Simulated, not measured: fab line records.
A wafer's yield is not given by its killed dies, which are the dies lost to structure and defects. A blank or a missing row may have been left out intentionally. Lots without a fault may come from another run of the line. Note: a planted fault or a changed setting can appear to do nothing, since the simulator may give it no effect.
fab line records	flow gf180mcu	part 2 of 2: steps 29 to 38 of 38
record: lots: 5	wafers: 15	lastDay: 33
route steps=602 shown CONTACT@304 M1@315 V1@335
lots that met no fault: taken from a fault-free run of the same line
startH: hours from the record's first day to the start of the lot's first wafer shown	waitH: time in hours since the lot's previous step	" same as the row above	L1.1+2: a row that stands for several wafers	- either no value or no given start	* or withheld: withheld	< > ~ a bound
route shown NAME@n: names a module that has steps shown in the file, with the first one's number in the route	usual: mean/standard deviation of fault-free wafers	same: alike in all rows	chamber/n: place in a boat	sites: per-site readings	_std_site: the standard deviation of these	_edge_site: inner sites' mean taken away from outer sites' mean	radiusMm: how far each site lies from the wafer's centre	mask NAME#n: copy n	behind: the last tool/chamber to shape the wafer	hold: reason for holding the lot/hours on hold/outcome of the hold	device: whichever transistor did not switch (one of n, p or np)	end of line: the tests these same wafers got at the end of their route	a step with no rows: only its recipe	killed: dies lost to structure and defects at the first sort, not the wafer's yield	map: shows each die of a wafer: x if killed, . if not, _ if none is there
set.NAME: the run value of the setting; set.NAME@STEP: its run value at that earlier step	model.NAME: the simulator's own value behind a step, which no gauge read
certain route steps with their lots: each step a table, each wafer a row
services: a tool's chamber out of use, with start hour (startH, from the record's first day; less than 0 if before it), hours out, and reason
== steps ==
step: GF_M1_STRIP_17
recipe: chemistry: O2/N2	powerW: 1400	pressureMtorr: 1500	platenTempC: 250	o2FlowSccm: 3000	n2FlowSccm: 300	overashFraction: 0.5
usual: drypumpMotorCurrentA: 5.9/0.57	heaterPowerW: 327/27	oesProductAu: 0.559/0.0049	platenTempC: 249.98/0.17	stripTimeToEndpointS: 7.91/0.047
lot.wafer	tool	chamber	startH	waitH	drypumpMotorCurrentA	heaterPowerW	oesProductAu	platenTempC	rfHoursCounterH	stripTimeToEndpointS
L085.1	plasmaAsher-02	0	488.54	0.1	6.1	334	0.567	250.03	86	7.98
L085.4	"	1	"	"	6.1	339	0.556	249.92	-	7.93
L085.5	"	1	"	"	6.0	344	0.557	249.96	-	7.91
L086.2	plasmaAsher-01	0	497.74	0.1	5.6	329	0.564	250.14	75	7.96
L086.4	"	1	"	"	6.3	283	0.551	250.00	-	7.94
L086.5	"	1	"	"	6.3	282	0.561	250.20	-	7.99
L088.3	plasmaAsher-02	0	512.37	0.1	6.1	332	0.559	249.75	-	7.87
L088.4	"	1	"	"	6.0	337	0.560	249.87	-	7.82
L088.5	"	1	"	"	6.0	343	0.558	250.00	-	7.87
L090.2	plasmaAsher-03	1	529.32	0.1	6.5	312	0.553	249.81	43	7.86
L090.4	"	0	"	"	4.8	364	0.561	249.91	-	7.86
L090.5	"	1	"	"	6.5	300	0.562	250.02	-	7.89
L094.1	plasmaAsher-02	1	556.82	0.1	6.0	341	0.560	249.96	94	7.95
L094.2	"	0	"	"	6.1	340	0.554	250.23	94	7.87
L094.6	"	1	"	"	6.1	346	0.552	249.92	-	7.83
step: GF_M1_STRIP_18
recipe: chemistry: postEtchResidueRemover	timeS: 1200	tempC: 72.5
lot.wafer	tool	chamber	startH	waitH
L085.1+4+5	wetBench-03	3	488.64	0.1
L086.2+4+5	wetBench-01	0	497.84	0.1
L088.3+4+5	wetBench-04	2	512.43	0.0
L090.2+4+5	wetBench-04	2	529.42	0.1
L094.1+2+6	wetBench-01	3	556.92	0.1
step: GF_M1_CLEAN_19
recipe: chemistry: DIW	dry: n2Spin
lot.wafer	tool	chamber	startH	waitH
L085.1+4+5	wetBench-04	2	488.98	0.0
L086.2+4+5	wetBench-03	2	498.18	0.0
L088.3+4+5	wetBench-03	1	512.78	0.0
L090.2+4+5	wetBench-01	3	529.79	0.0
L094.1+2+6	wetBench-04	1	557.27	0.0
step: GF_V1_CVD_00
recipe: material: SiO2	targetThkNm: 600	sigmaOpenFrac: 0.3	tempC: 400	timeS: 100	sih4FlowSccm: 60	pressureMtorr: 6
usual: pressureMtorr: 5.999/0.011	susceptorTempC: 399.97/0.23
lot.wafer	tool	chamber	startH	waitH	pressureMtorr	susceptorTempC
L085.1	hdpcvd-01	1	489.08	0.0	5.989	400.09
L085.4	"	1	"	"	6.015	399.94
L085.5	"	2	"	"	5.987	400.00
L086.2	hdpcvd-01	1	498.29	0.0	6.005	399.47
L086.4	"	2	"	"	5.992	399.91
L086.5	"	0	"	"	5.985	399.97
L088.3	hdpcvd-01	1	512.88	0.0	6.004	399.95
L088.4	"	2	"	"	5.987	399.73
L088.5	"	0	"	"	6.009	400.05
L090.2	hdpcvd-01	2	529.89	0.0	6.003	400.01
L090.4	"	2	"	"	5.992	399.76
L090.5	"	1	"	"	5.994	400.03
L094.1	hdpcvd-02	1	557.36	0.0	5.980	400.22
L094.2	"	2	"	"	6.018	399.91
L094.6	"	1	"	"	5.992	400.21
step: GF_V1_THK_MEAS_01
recipe: reads: SiO2_of_V1_CVD_00
usual: V1_CVD_00_THK: 597/8.2
lot.wafer	tool	chamber	startH	waitH	V1_CVD_00_THK[nm]
L085.1	filmMetro-02	-	489.15	0.0	603
L085.4	"	-	"	"	603
L085.5	"	-	"	"	595
L086.2	filmMetro-04	-	498.37	0.0	606
L086.4	"	-	"	"	598
L086.5	"	-	"	"	596
L088.3	filmMetro-04	-	512.97	0.1	609
L088.4	"	-	"	"	607
L088.5	"	-	"	"	605
L090.2	filmMetro-01	-	529.98	0.0	591
L090.4	"	-	"	"	587
L090.5	"	-	"	"	603
L094.1	filmMetro-01	-	557.43	0.0	591
L094.2	"	-	"	"	599
L094.6	"	-	"	"	596
step: GF_V1_CVD_02
recipe: material: SiO2	targetThkNm: 850	precursor: TEOS	tempC: 400	timeS: 94.851	rfW: 600
usual: heaterPowerW: 605/130	susceptorTempC: 400.00/0.25
lot.wafer	tool	chamber	startH	waitH	heaterPowerW	susceptorTempC
L085.1	pecvd-02	0	489.21	0.1	549	400.13
L085.4	"	2	"	"	579	400.19
L085.5	"	1	"	"	476	400.16
L086.2	pecvd-02	2	498.42	0.0	557	399.92
L086.4	"	0	"	"	561	400.02
L086.5	"	1	"	"	469	399.54
L088.3	pecvd-03	0	513.01	0.0	438	400.10
L088.4	"	0	"	"	457	400.02
L088.5	"	1	"	"	730	399.91
L090.2	pecvd-02	1	530.03	0.0	592	399.98
L090.4	"	1	"	"	469	399.40
L090.5	"	0	"	"	479	400.14
L094.1	pecvd-04	0	557.49	0.1	674	399.76
L094.2	"	2	"	"	781	400.14
L094.6	"	2	"	"	619	400.50
step: GF_V1_THK_MEAS_03
recipe: reads: SiO2_of_V1_CVD_02
usual: V1_CVD_02_THK: 853/14
lot.wafer	tool	chamber	startH	waitH	V1_CVD_02_THK[nm]
L085.1	filmMetro-02	-	489.28	0.0	820
L085.4	"	-	"	"	828
L085.5	"	-	"	"	871
L086.2	filmMetro-01	-	498.50	0.0	820
L086.4	"	-	"	"	853
L086.5	"	-	"	"	872
L088.3	filmMetro-01	-	513.10	0.1	850
L088.4	"	-	"	"	848
L088.5	"	-	"	"	856
L090.2	filmMetro-02	-	530.11	0.0	856
L090.4	"	-	"	"	871
L090.5	"	-	"	"	861
L094.1	filmMetro-02	-	557.56	0.0	841
L094.2	"	-	"	"	848
L094.6	"	-	"	"	860
step: GF_V1_CMP_04
recipe: material: SiO2	downForcePsi: 4	platenRpm: 60	padVelocityMS: 0.94248
usual: edgeZonePressureFrac: 1.000/0.0052	motorCurrentA: 12.0/1	platenRpm: 59.99/0.033	timeToEndpointS: 81/6
lot.wafer	tool	chamber	startH	waitH	edgeZonePressureFrac	motorCurrentA	platenRpm	timeToEndpointS
L085.4	cmp-01	0	489.34	0.0	0.998	10.3	60.04	70
L085.1	"	2	"	"	1.004	10.2	59.95	69
L085.5	"	0	"	"	1.004	10.7	60.04	86
L086.4	cmp-02	0	498.55	0.0	0.995	12.5	59.96	86
L086.2	"	3	"	"	0.992	12.5	59.98	72
L086.5	"	1	"	"	1.003	12.5	60.00	91
L088.4	cmp-02	2	513.14	0.0	0.992	12.4	60.01	83
L088.3	"	3	"	"	0.999	13.3	59.97	84
L088.5	"	3	"	"	0.989	12.6	59.97	84
L090.4	cmp-01	1	530.16	0.0	0.998	12.9	60.01	87
L090.2	"	3	"	"	1.006	12.3	59.99	87
L090.5	"	2	"	"	1.002	10.6	59.99	85
L094.1	cmp-01	3	557.87	0.3	0.997	11.8	59.94	82
L094.2	"	0	"	"	0.986	10.4	60.01	80
L094.6	"	2	"	"	1.006	10.6	59.99	87
step: GF_V1_BOW_MEAS_05
recipe: mode: bow
usual: V1_BOW: 81/7.4
lot.wafer	tool	chamber	startH	waitH	V1_BOW[um]
L085.1	filmMetro-01	-	489.64	0.1	80
L085.4	"	-	"	"	81
L085.5	"	-	"	"	74
L086.2	filmMetro-02	-	498.87	0.1	85
L086.4	"	-	"	"	95
L086.5	"	-	"	"	98
L088.3	filmMetro-02	-	513.48	0.2	83
L088.4	"	-	"	"	95
L088.5	"	-	"	"	70
L090.2	filmMetro-01	-	530.48	0.2	84
L090.4	"	-	"	"	81
L090.5	"	-	"	"	72
L094.1	filmMetro-02	-	558.07	0.1	83
L094.2	"	-	"	"	94
L094.6	"	-	"	"	88
step: GF_V1_DEHYDRATE_06
recipe: tempC: 200	timeS: 60
lot.wafer	tool	chamber	startH	waitH
L085.1+4+5	lithoTrack-02	0	500.20	10.5
L086.2+4+5	lithoTrack-03	0	510.23	11.3
L088.3+4+5	lithoTrack-03	0	523.96	10.5
L090.2+4+5	lithoTrack-03	0	541.38	10.9
L094.1+2+6	lithoTrack-01	0	568.32	10.2
== services ==
tool	chamber	startH	hours	kind
krfScanner-02	-	439.14	11.1	repair
cmp-02	-	439.90	6.6	pm
krfScanner-02	-	450.25	1.0	pm
pvdSputter-01	-	450.64	0.9	repair
rieMetal-01	-	453.10	4.3	pm
krfScanner-02	-	459.27	1.3	pm
pvdSputter-04	-	465.95	21.9	repair
pvdSputter-04	-	477.51	10.6	repair
pvdSputter-02	-	490.61	0.8	repair
rieDiel-03	2	491.62	4.1	repair
rieMetal-02	0	495.33	2.5	repair
rieDiel-03	-	498.49	14.6	pm
pvdSputter-02	-	502.87	13.0	repair
plasmaAsher-02	-	506.20	0.6	repair
cmp-01	-	507.81	0.9	repair
plasmaAsher-04	-	511.94	6.3	repair
wetBench-02	-	518.47	0.9	repair
pecvd-02	-	522.79	1.5	repair
hdpcvd-01	-	539.25	15.0	pm
cvdW-01	-	539.88	2.8	pm
rieDiel-03	2	541.72	1.3	repair
cmp-02	-	550.99	14.7	pm
krfScanner-02	-	557.20	0.8	pm
pvdSputter-02	-	566.49	4.0	repair
